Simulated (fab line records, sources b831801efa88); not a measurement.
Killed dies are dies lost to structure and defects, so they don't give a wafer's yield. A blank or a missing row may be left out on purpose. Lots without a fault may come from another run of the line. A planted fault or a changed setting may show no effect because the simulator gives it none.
Chamber matching | flow gf180mcu | GF_CONTACT_CVD_02 on pecvd-02: 3 sister chambers
The step deposits SiO2 from TEOS, target thk 860 nm, time 95.992 s. 14 wafers are shown with their chamber, then 7 later ones without.

WAFERS WITH THEIR CHAMBER
wafer  | chamber | heater_power_w (W)
L262.3 | 1       | 725
L262.5 | 1       | 804
L262.6 | 2       | 579
L267.1 | 1       | 856
L267.2 | 0       | 651
L267.3 | 2       | 561
L268.1 | 0       | 630
L268.4 | 2       | 438
L268.5 | 0       | 654
L269.1 | 0       | 651
L269.3 | 1       | 805
L269.4 | 2       | 460
L270.2 | 0       | 646
L270.5 | 2       | 542

SIGNATURES (means of the wafers above)
reading        | chamber 0 | chamber 1 | chamber 2 | scatter within a chamber
heater_power_w | 646.40    | 797.50    | 516.00    | 47.7
Rule: a wafer's distance from a chamber is the root of the sum, over the readings, of the square of ((its reading less the chamber's mean) divided by the reading's scatter). The wafer belongs to the nearest chamber; if the next one is less than 2 further off, it can't be placed. The scatter: the root of (the sum of the squares of (reading less its chamber's mean) over the shown wafers, divided by (wafers less chambers)).

WAFERS WITHOUT THEIR CHAMBER
wafer  | heater_power_w (W)
L270.6 | 522
L271.1 | 564
L271.2 | 604
L271.3 | 781
L279.3 | 849
L279.4 | 615
L279.6 | 870

WHICH CHAMBER EACH WENT THROUGH
wafer  | from the rows above     | in truth
L270.6 | 2                       | 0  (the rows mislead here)
L271.1 | can't be placed: 2 or 0 | 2
L271.2 | can't be placed: 0 or 2 | 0
L271.3 | 1                       | 1
L279.3 | 1                       | 1
L279.4 | can't be placed: 0 or 2 | 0
L279.6 | 1                       | 1
Placed correctly: 3 of 7. Can't be placed from these rows: 3 (the true chamber is among the candidates in 3). Placed wrongly: 1.
